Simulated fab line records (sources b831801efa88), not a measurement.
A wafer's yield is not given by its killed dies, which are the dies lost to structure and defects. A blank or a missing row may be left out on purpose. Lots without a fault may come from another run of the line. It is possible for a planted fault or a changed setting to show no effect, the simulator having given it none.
Split-lot study / flow gf180mcu / 5 lots, 23 wafers read, on a route of 602 steps

THE SPLIT ITSELF
At GF_V1_COAT_09 (resist thk 1000 nm), the setting resist_thk_nm was moved away from the recipe's 1000 nm on 5 of the 23 wafers read, by -5.8% to +3.3%. All remaining wafers had this setting at the recipe value.

The reading is taken at the split's own step.

THE READING
KrF_of_V1_COAT_09.thk_nm (the simulator's own value, which no gauge read), in nm, at GF_V1_COAT_09 (resist thk 1000 nm). There is no usual value for it anywhere in the file. Average 1002.9 nm, standard deviation 1.8 nm, over the 18 wafers here run with the recipe.

wafer=L074.2; tool, chamber at the split=litho_track-02, 0; resist_thk_nm as run, nm=1000; against the recipe=recipe; KrF_of_V1_COAT_09.thk_nm, nm=1002; against lot-mates on the recipe=-
wafer=L074.5; tool, chamber at the split=litho_track-02, 0; resist_thk_nm as run, nm=1000; against the recipe=recipe; KrF_of_V1_COAT_09.thk_nm, nm=1002; against lot-mates on the recipe=-
wafer=L074.3; tool, chamber at the split=litho_track-02, 0; resist_thk_nm as run, nm=1000; against the recipe=recipe; KrF_of_V1_COAT_09.thk_nm, nm=1005; against lot-mates on the recipe=-
wafer=L074.4; tool, chamber at the split=litho_track-02, 0; resist_thk_nm as run, nm=1000; against the recipe=recipe; KrF_of_V1_COAT_09.thk_nm, nm=1005; against lot-mates on the recipe=-
wafer=L074.6; tool, chamber at the split=litho_track-02, 0; resist_thk_nm as run, nm=1000; against the recipe=recipe; KrF_of_V1_COAT_09.thk_nm, nm=1005; against lot-mates on the recipe=-
wafer=L076.1; tool, chamber at the split=litho_track-03, 0; resist_thk_nm as run, nm=1000; against the recipe=recipe; KrF_of_V1_COAT_09.thk_nm, nm=1004; against lot-mates on the recipe=-
wafer=L076.3; tool, chamber at the split=litho_track-03, 0; resist_thk_nm as run, nm=1000; against the recipe=recipe; KrF_of_V1_COAT_09.thk_nm, nm=1005; against lot-mates on the recipe=-
wafer=L076.6; tool, chamber at the split=litho_track-03, 0; resist_thk_nm as run, nm=1000; against the recipe=recipe; KrF_of_V1_COAT_09.thk_nm, nm=1003; against lot-mates on the recipe=-
wafer=L077.1; tool, chamber at the split=litho_track-03, 0; resist_thk_nm as run, nm=1033; against the recipe=+3.3%; KrF_of_V1_COAT_09.thk_nm, nm=1038; against lot-mates on the recipe=+34.5
wafer=L077.2; tool, chamber at the split=litho_track-03, 0; resist_thk_nm as run, nm=1033; against the recipe=+3.3%; KrF_of_V1_COAT_09.thk_nm, nm=1035; against lot-mates on the recipe=+31.5
wafer=L077.5; tool, chamber at the split=litho_track-03, 0; resist_thk_nm as run, nm=1033; against the recipe=+3.3%; KrF_of_V1_COAT_09.thk_nm, nm=1035; against lot-mates on the recipe=+31.5
wafer=L077.4; tool, chamber at the split=litho_track-03, 0; resist_thk_nm as run, nm=1000; against the recipe=recipe; KrF_of_V1_COAT_09.thk_nm, nm=1003; against lot-mates on the recipe=-
wafer=L077.6; tool, chamber at the split=litho_track-03, 0; resist_thk_nm as run, nm=1000; against the recipe=recipe; KrF_of_V1_COAT_09.thk_nm, nm=1004; against lot-mates on the recipe=-
wafer=L079.2; tool, chamber at the split=litho_track-02, 0; resist_thk_nm as run, nm=1000; against the recipe=recipe; KrF_of_V1_COAT_09.thk_nm, nm=999.7; against lot-mates on the recipe=-
wafer=L079.3; tool, chamber at the split=litho_track-02, 0; resist_thk_nm as run, nm=1000; against the recipe=recipe; KrF_of_V1_COAT_09.thk_nm, nm=1003; against lot-mates on the recipe=-
wafer=L079.4; tool, chamber at the split=litho_track-02, 0; resist_thk_nm as run, nm=1000; against the recipe=recipe; KrF_of_V1_COAT_09.thk_nm, nm=1003; against lot-mates on the recipe=-
wafer=L079.5; tool, chamber at the split=litho_track-02, 0; resist_thk_nm as run, nm=1000; against the recipe=recipe; KrF_of_V1_COAT_09.thk_nm, nm=1004; against lot-mates on the recipe=-
wafer=L079.6; tool, chamber at the split=litho_track-02, 0; resist_thk_nm as run, nm=1000; against the recipe=recipe; KrF_of_V1_COAT_09.thk_nm, nm=1004; against lot-mates on the recipe=-
wafer=L083.1; tool, chamber at the split=litho_track-01, 0; resist_thk_nm as run, nm=941.5; against the recipe=-5.8%; KrF_of_V1_COAT_09.thk_nm, nm=941.3; against lot-mates on the recipe=-58.8
wafer=L083.2; tool, chamber at the split=litho_track-01, 0; resist_thk_nm as run, nm=1000; against the recipe=recipe; KrF_of_V1_COAT_09.thk_nm, nm=1001; against lot-mates on the recipe=-
wafer=L083.3; tool, chamber at the split=litho_track-01, 0; resist_thk_nm as run, nm=1000; against the recipe=recipe; KrF_of_V1_COAT_09.thk_nm, nm=999.4; against lot-mates on the recipe=-
wafer=L083.4; tool, chamber at the split=litho_track-01, 0; resist_thk_nm as run, nm=941.5; against the recipe=-5.8%; KrF_of_V1_COAT_09.thk_nm, nm=942.5; against lot-mates on the recipe=-57.6
wafer=L083.5; tool, chamber at the split=litho_track-01, 0; resist_thk_nm as run, nm=1000; against the recipe=recipe; KrF_of_V1_COAT_09.thk_nm, nm=999.9; against lot-mates on the recipe=-

THE FIT
A straight line over all 23 wafers: KrF_of_V1_COAT_09.thk_nm changes by +10.3 nm for each +1% of resist_thk_nm; r = +1.00; the points scatter about the line by 1.8 nm.
The same after taking each lot's own level away (the mean of its wafers on the recipe; 23 wafers): +9.92 nm for each +1%; r = +1.00; scatter 1.3 nm.
Per that fit: largest resist_thk_nm move, reading shift of 58 nm.
Measured against the standard deviation above, the lots' own levels, which go from 1000.10 to 1004.00 nm, span 2.1 times it.
The two slopes are in agreement: the lot-to-lot level therefore moves the slope only a little.
Check: for one of the wafers moved furthest among these (-5.8%), held out of the fit, the line's prediction against its lot-mates is -57.6 nm. It came out at -58.8 nm against them.

OTHER SPLITS APPLIED TO THESE WAFERS
These wafers also went through other splits before the reading. Each is held against what the fit with the lots' levels taken away leaves over:
other split on the same wafers=GF_SAB_CVD_00 time_s; wafers away from the commonest value=8; r with KrF_of_V1_COAT_09.thk_nm (lot level and that fit taken away)=+0.09
other split on the same wafers=GF_SAB_DEVELOP_08 dev_temp_c; wafers away from the commonest value=9; r with KrF_of_V1_COAT_09.thk_nm (lot level and that fit taken away)=-0.23
other split on the same wafers=GF_SAB_ETCH_11 bias_w; wafers away from the commonest value=7; r with KrF_of_V1_COAT_09.thk_nm (lot level and that fit taken away)=+0.18
other split on the same wafers=GF_SALICIDE_SPUTTER_03 time_s; wafers away from the commonest value=5; r with KrF_of_V1_COAT_09.thk_nm (lot level and that fit taken away)=-0.04
other split on the same wafers=GF_CONTACT_CMP_04 leave_above_ref_nm; wafers away from the commonest value=9; r with KrF_of_V1_COAT_09.thk_nm (lot level and that fit taken away)=-0.16
other split on the same wafers=GF_CONTACT_ETCH_16 ion_energy_ev; wafers away from the commonest value=8; r with KrF_of_V1_COAT_09.thk_nm (lot level and that fit taken away)=-0.17
other split on the same wafers=GF_CONTACT_SPUTTER_22 chamber_pressure_pa; wafers away from the commonest value=15; r with KrF_of_V1_COAT_09.thk_nm (lot level and that fit taken away)=-0.01
other split on the same wafers=GF_M1_SPUTTER_02 power_w; wafers away from the commonest value=5; r with KrF_of_V1_COAT_09.thk_nm (lot level and that fit taken away)=-0.15
other split on the same wafers=GF_M1_PEB_12 peb_temp_c; wafers away from the commonest value=8; r with KrF_of_V1_COAT_09.thk_nm (lot level and that fit taken away)=+0.20
other split on the same wafers=GF_M1_METAL_ETCH_16 bias_w; wafers away from the commonest value=2; r with KrF_of_V1_COAT_09.thk_nm (lot level and that fit taken away)=+0.08

FILE'S OWN FIT
KrF_of_V1_COAT_09.thk_nm changes by +9.93 nm for each +1% of resist_thk_nm, r = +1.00.
